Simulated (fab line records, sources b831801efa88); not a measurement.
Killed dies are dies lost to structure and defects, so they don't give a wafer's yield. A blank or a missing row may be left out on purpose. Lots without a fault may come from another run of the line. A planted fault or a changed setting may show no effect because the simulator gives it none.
A struck lot beside a sound one | flow gf180mcu | 16 steps out of a route of 602
Sound: wafers L843.1, L843.3, L843.5. Struck: wafer L854.3. (L854.1 of the same lot was not struck and is left out.) The cause comes at the end.
At each step with rows: each side's tool, then ch and its chambers, then its first start. Under that, the readings that differ: sound wafers | struck wafers | difference of the means | sigmas: that difference in standard deviations of wafers without a fault.
alike: readings whose means differ by less than 2 such deviations, and words and numbers that are the same on both sides. not compared: withheld readings, readings that some wafer has no value for, bounds like >300 that may hide the same value, and numbers for which the record gives no deviation and whose values overlap.
The two part at a step that has a row with sigmas, a row that says differs or no value, or rows on one side only. Numbers that don't overlap but have no deviation are shown without sigmas and don't part them. A reading that every wafer of one side lacks parts them only if that side has two wafers or more.

GF_HV_LDD_RS_MEAS_53: measures by four-point-probe.
  sound on film_metro-04, day 12 07:32; struck on film_metro-02, day 16 17:04
  alike: HV_LDD_RS
then, 1 step without rows for these wafers: GF_HV_LDD_CVD_54 (deposits SiO2 from TEOS, target thk 10 nm, time 75 s).
GF_HV_LDD_THK_MEAS_55:
  sound on film_metro-02, day 12 08:40; struck on film_metro-02, day 16 18:12
  alike: HV_LDD_CVD_54_THK
then, 1 step without rows for these wafers: GF_HV_LDD_CVD_56 (deposits Si3N4 from DCS/NH3, target thk 90 nm, time 1543 s).
GF_HV_LDD_THK_MEAS_57:
  sound on film_metro-04, day 12 10:52; struck on film_metro-03, day 16 19:42
  alike: HV_LDD_CVD_56_THK
GF_HV_LDD_ETCHBACK_58: etches Si3N4 in CH3F/O2, stops on SiO2, time 100 s, target depth 90 nm.
  sound on rie_diel-04 ch 0,2, day 12 10:56; struck on rie_diel-04 ch 0, day 16 19:46
  alike: ch3f_flow_sccm, drypump_motor_current_A, oes_product_au, throttle_valve_pct
  not compared: rf_hours_counter_h
then, 6 steps without rows for these wafers: GF_NSD_DEHYDRATE_00 (time 60 s); GF_NSD_HMDS_01 (prime time 60 s); GF_NSD_COAT_02 (resist thk 1000 nm); GF_NSD_SOFTBAKE_03 (time 60 s); GF_NSD_EXPOSE_04 (exposes mask Nplus, target cd 400 nm); GF_NSD_PEB_05.
GF_NSD_DEVELOP_06: develop time 60 s.
  sound on litho_track-01 ch 0, day 13 05:10; struck on litho_track-01 ch 0, day 17 18:25
  alike: chill_plate_temp_C, exhaust_pa
GF_NSD_CD_MEAS_07: target cd 400 nm.
  sound on cd_sem-01, day 13 05:19; struck on cd_sem-02, day 17 18:34
  reading    | sound             | struck | difference | sigmas
  cd_nm (nm) | 399.7 399.0 398.0 | 406.6  | +7.7       | +3
GF_NSD_OVL_MEAS_08:
  sound on overlay-01, day 13 05:26; struck on overlay-01, day 17 18:41
  alike: NSD_OVL
-- the record jumps here: 15 days lie between the struck wafers' starts before and after (it left off in module NSD and takes up again in module PASSIVATION, whose first step shown is number 602 of the route) --
GF_PASSIVATION_PROBE_99:
  the record has rows for the struck wafers here (prober-01, day 32 17:47) and none for the sound ones

WHERE THEY PART
First at GF_NSD_CD_MEAS_07; last, within this record, at GF_PASSIVATION_PROBE_99.

WHY: what the simulator had put in
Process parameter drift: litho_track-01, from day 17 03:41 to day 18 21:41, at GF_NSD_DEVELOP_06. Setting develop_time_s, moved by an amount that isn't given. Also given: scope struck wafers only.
